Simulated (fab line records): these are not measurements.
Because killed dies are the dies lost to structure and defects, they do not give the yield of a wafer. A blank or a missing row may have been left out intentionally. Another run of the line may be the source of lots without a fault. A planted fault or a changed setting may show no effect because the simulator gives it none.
The tool behind it: which one? | flow gf180mcu | 14 lots, 42 wafers sampled, at 5 steps of a route of 602

WHAT EACH GAUGE READ, for each wafer
GF_VT_IMPLANT_TW_MEAS_21.
lot  | measured     | on            | VT_IMPLANT_2_TW
L774 | day 6 18:58  | film metro-02 | 1223 1220 1220
L775 | day 6 20:53  | film metro-04 | 1225 1233 1230
L776 | day 7 02:21  | film metro-02 | 1218 1234 1222
L777 | day 7 13:01  | film metro-04 | 1230 1229 1233
L779 | day 7 22:16  | film metro-04 | 1227 1228 1230
L781 | day 8 08:46  | film metro-01 | 1201 1209 1209
L784 | day 9 02:55  | film metro-01 | 1222 1215 1223
L787 | day 9 23:01  | film metro-04 | 1217 1223 1220
L791 | day 11 00:53 | film metro-04 | 1229 1224 1223
L792 | day 11 05:08 | film metro-01 | 1210 1207 1209
L793 | day 11 11:07 | film metro-02 | 1215 1220 1217
L794 | day 11 18:07 | film metro-02 | 1219 1215 1217
L795 | day 11 23:08 | film metro-04 | 1221 1225 1226
L796 | day 12 07:51 | film metro-02 | 1227 1223 1223

GF_POLY_GATE_THK_MEAS_17.
lot  | measured     | on            | POLY_GATE_OXIDATION_THK (nm)
L774 | day 9 22:17  | film metro-02 | 3.91 3.91 3.84
L775 | day 10 02:01 | film metro-04 | 3.97 3.90 3.98
L776 | day 10 07:19 | film metro-02 | 4.07 4.05 4.07
L777 | day 10 20:49 | film metro-03 | 3.97 4.01 3.92
L779 | day 11 10:15 | film metro-02 | 4.11 4.10 4.07
L781 | day 11 23:47 | film metro-02 | 4.07 4.07 4.06
L784 | day 12 16:23 | film metro-04 | 4.22 4.08 4.20
L787 | day 13 13:17 | film metro-02 | 3.99 4.04 4.00
L791 | day 14 18:37 | film metro-02 | 3.99 3.99 4.06
L792 | day 14 22:10 | film metro-04 | 3.95 4.02 3.89
L793 | day 15 04:20 | film metro-04 | 4.15 4.01 4.06
L794 | day 15 13:35 | film metro-03 | 3.98 4.05 4.01
L795 | day 15 20:31 | film metro-03 | 4.06 4.04 4.06
L796 | day 16 04:10 | film metro-03 | 4.14 4.12 4.08

GF_HV_LDD_TW_MEAS_23.
lot  | measured     | on            | HV_LDD_2_TW
L774 | day 11 11:08 | film metro-03 | 1072 1068 1059
L775 | day 11 15:13 | film metro-03 | 1065 1066 1068
L776 | day 11 22:11 | film metro-03 | 1064 1062 1065
L777 | day 12 11:58 | film metro-01 | 1051 1048 1050
L779 | day 13 01:56 | film metro-01 | 1056 1059 1059
L781 | day 13 17:13 | film metro-04 | 1020 1027 1023
L784 | day 14 10:29 | film metro-04 | 1017 1018 1017
L787 | day 15 08:44 | film metro-04 | 1063 1071 1062
L791 | day 16 15:40 | film metro-03 | 1066 1068 1069
L792 | day 16 20:44 | film metro-03 | 1070 1066 1067
L793 | day 17 03:07 | film metro-03 | 1066 1060 1064
L794 | day 17 12:34 | film metro-01 | 1049 1051 1051
L795 | day 17 19:29 | film metro-03 | 1073 1072 1070
L796 | day 18 04:22 | film metro-03 | 1062 1069 1071

GF_HV_LDD_CD_MEAS_46: target cd 400 nm.
lot  | measured     | on        | cd nm (nm)
L774 | day 13 02:27 | cd sem-02 | 403.2 403.4 401.3
L775 | day 13 08:26 | cd sem-01 | 401.1 402.0 399.6
L776 | day 13 14:37 | cd sem-01 | 403.3 401.8 402.6
L777 | day 14 05:17 | cd sem-01 | 399.0 398.2 399.0
L779 | day 14 20:25 | cd sem-02 | 401.2 401.2 399.9
L781 | day 15 12:34 | cd sem-02 | 401.1 399.7 400.3
L784 | day 16 06:44 | cd sem-02 | 401.1 400.4 402.1
L787 | day 17 06:28 | cd sem-01 | 400.4 401.5 399.2
L791 | day 18 16:25 | cd sem-02 | 401.3 398.3 400.4
L792 | day 18 20:25 | cd sem-02 | 398.2 400.4 398.2
L793 | day 19 03:43 | cd sem-01 | 396.4 397.5 398.2
L794 | day 19 14:52 | cd sem-01 | 401.1 401.2 400.0
L795 | day 19 21:52 | cd sem-01 | 399.7 402.5 399.8
L796 | day 20 06:38 | cd sem-01 | 400.4 401.0 401.5

WHICH TOOL RAN EACH LOT (tool, then ch and the chambers of the sampled wafers, then the start)
lot  | GF_HV_LDD_IMPLANT_21
L774 | implanter-02 ch 0, day 11 10:55
L775 | implanter-04 ch 0, day 11 15:00
L776 | implanter-02 ch 0, day 11 21:56
L777 | implanter-04 ch 0, day 12 11:43
L779 | implanter-04 ch 0, day 13 01:41
L781 | implanter-02 ch 0, day 13 16:58
L784 | implanter-02 ch 0, day 14 10:16
L787 | implanter-04 ch 0, day 15 08:29
L791 | implanter-02 ch 0, day 16 15:25
L792 | implanter-04 ch 0, day 16 20:31
L793 | implanter-02 ch 0, day 17 02:52
L794 | implanter-04 ch 0, day 17 12:19
L795 | implanter-04 ch 0, day 17 19:14
L796 | implanter-02 ch 0, day 18 04:08
- GF_HV_LDD_IMPLANT_21

AS READ BY THE TOOLS THEMSELVES (means over the sampled wafers that have a number; for cases with no such wafer, the mark the record gives instead)
GF_HV_LDD_IMPLANT_21.
lot  | tool         | beam energy keV | end station pressure torr (Torr)
L774 | implanter-02 | 25.007          | 5.13e-06
L775 | implanter-04 | 24.990          | 5.42e-06
L776 | implanter-02 | 24.999          | 5.38e-06
L777 | implanter-04 | 25.005          | 5.11e-06
L779 | implanter-04 | 25.014          | 5.19e-06
L781 | implanter-02 | 21.439          | 5.40e-06
L784 | implanter-02 | 21.420          | 5.30e-06
L787 | implanter-04 | 25.004          | 5.48e-06
L791 | implanter-02 | 25.001          | 5.32e-06
L792 | implanter-04 | 24.995          | 5.15e-06
L793 | implanter-02 | 25.002          | 5.20e-06
L794 | implanter-04 | 25.005          | 5.51e-06
L795 | implanter-04 | 25.004          | 5.42e-06
L796 | implanter-02 | 24.995          | 5.17e-06

THE ANSWER, worked out from the rows above alone
Rule: what is usual is taken from the lots themselves. The widest of any qualifying gaps counts: lots, ordered by their means at a reading, are off when they make up no more than a third of the lots, leave a main group of 4 or more, and stand apart from it by 3 or more times the standard deviation of that group's means. The tables above print the reading to a certain number of digits; a main group whose means all agree to those digits is not used. Also off: a lot with no number at a reading for which 4 or more lots have one. The other lots that the step has rows for count as sound. Order of review: gauges by route order, followed by the tools' own readings, for which a lot's mean as printed above is used. At the first step where some lot is off, the reading lying furthest off is the one used; lots without a number count as furthest.
Off: at GF_HV_LDD_TW_MEAS_23 (HV_LDD_2_TW), L781, L784. Main group: mean 1063, sd 6.6.
A tool fits if, at a process step before that reading, it ran every lot that is off, and no sound lot after the first of them. Not tried: the gauges at GF_HV_LDD_TW_MEAS_23; whatever is off there is also off at GF_HV_LDD_IMPLANT_21, on other tools, and gauge error can't account for it. Of those tried, none fits.

WHAT HAD BEEN PUT IN BY THE SIMULATOR
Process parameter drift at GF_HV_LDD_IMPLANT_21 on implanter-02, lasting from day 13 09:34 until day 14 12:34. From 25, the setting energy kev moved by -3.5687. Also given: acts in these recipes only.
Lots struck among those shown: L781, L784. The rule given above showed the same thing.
